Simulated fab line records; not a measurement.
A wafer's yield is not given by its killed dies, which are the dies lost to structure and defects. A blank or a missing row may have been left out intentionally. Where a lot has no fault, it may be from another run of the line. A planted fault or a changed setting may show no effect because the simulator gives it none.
Problem report in the 8D (eight disciplines) form, filled by code -- flow gf180mcu -- the parts of the form that need people (team, actions taken, sign-off) are left out

1. THE PROBLEM
Across 6 wafers from 2 lots, MVSD_RS at GF_VT_IMPLANT_RS_MEAS_46 averages 519.6 ohm/sq, while fault-free wafers read 462.7 ohm/sq with a standard deviation of 1.2. Measured from the usual mean, that is +47 standard deviations.
The step: measures by four-point-probe.
First seen on wafer L847.1, day 10 07:18, on film metro-02. The record holds 33 wafers of 11 lots with a number at this step. By rule, "out" or "out of limits" means more than 4 standard deviations away from the usual mean. All remaining wafers that have a number are taken as sound.

2. WHAT IT IS AND WHAT IT IS NOT
question,is,is not
which readings at this step,MVSD_RS,-
which lots,"L847, L851","L838, L842, L843, L844, L845, L846, L857, L859, L861"
which wafers of those lots,all that have a number,-
read on which gauges,film metro-02,"film metro-01, film metro-04"
when,from day 10 07:18,"up to then (18 sound wafers); but 9 sound wafers of L857, L859, L861 came after"

3. WHAT RULES OUT EACH SUSPECT
Counting: a tool at a process step up to the reading stays a suspect if it ran every lot that is out and no sound lot after the first of them.
- ruled out: the gauge at GF_VT_IMPLANT_RS_MEAS_46. All the wafers that are out were read on film metro-02, but those of them that GF_MVSD_IMPLANT_09 has rows for are out there too, on other tools.
- implanter-01 at GF_MVSD_IMPLANT_09: kept. It processed each lot that is out, first L847 at day 6 18:47, and no sound lot thereafter; up to then, the last sound lot it processed was L845 at day 6 02:40. Out on those wafers are its own readings of dose ions cm2, faraday current uA.
The count leaves implanter-01 at GF_MVSD_IMPLANT_09.

4. THE CAUSE (what the simulator had put in)
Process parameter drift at GF_MVSD_IMPLANT_09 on implanter-01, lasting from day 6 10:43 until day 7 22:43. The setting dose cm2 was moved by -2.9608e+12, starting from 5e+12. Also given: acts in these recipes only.
Only this tool survived the counting.

5. SEQUENCE OF EFFECTS, ordered by route
Rows list readings where the struck wafers' mean (over those with a number) sits beyond 3 standard deviations from the usual. Readings are gone through only where the record gives a usual standard deviation; hours: the median, over the lots, of the time from a lot's start at the first step in this table giving one to that lot's start at this step; sigmas: the change measured in usual standard deviations.
hours,step,reading,usual,on struck wafers,change,sigmas
0,GF_MVSD_IMPLANT_09,dose ions cm2,4.998e+12,2.036e+12,-2.962e+12,-99 or more
0,GF_MVSD_IMPLANT_09,faraday current uA,28.2,11.5,-16.7,-28
86,GF_VT_IMPLANT_RS_MEAS_46,MVSD_RS,462.7 ohm/sq,519.6,+56.9,+47
It contains these process steps:
- GF_MVSD_IMPLANT_09
At these later measuring or inspecting steps, every struck wafer for which the step has a row has a number for every such reading, and none has moved that far: GF_HV_LDD_OVL_MEAS_20.

6. HOW IT WOULD HAVE BEEN CAUGHT EARLIER
In this record the first reading out of limits at a measuring or inspecting step was taken at day 10 07:18, 93 hours after the fault began at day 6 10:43.
The tool's own readings at GF_MVSD_IMPLANT_09 were out on every struck wafer that the step has a row for (dose ions cm2, faraday current uA): an alarm limit on them would have fired on the first of those.
All the lots that are out (2) had begun GF_MVSD_IMPLANT_09 on implanter-01 by day 10 07:18. A hold on the tool at that time would have spared none of them.
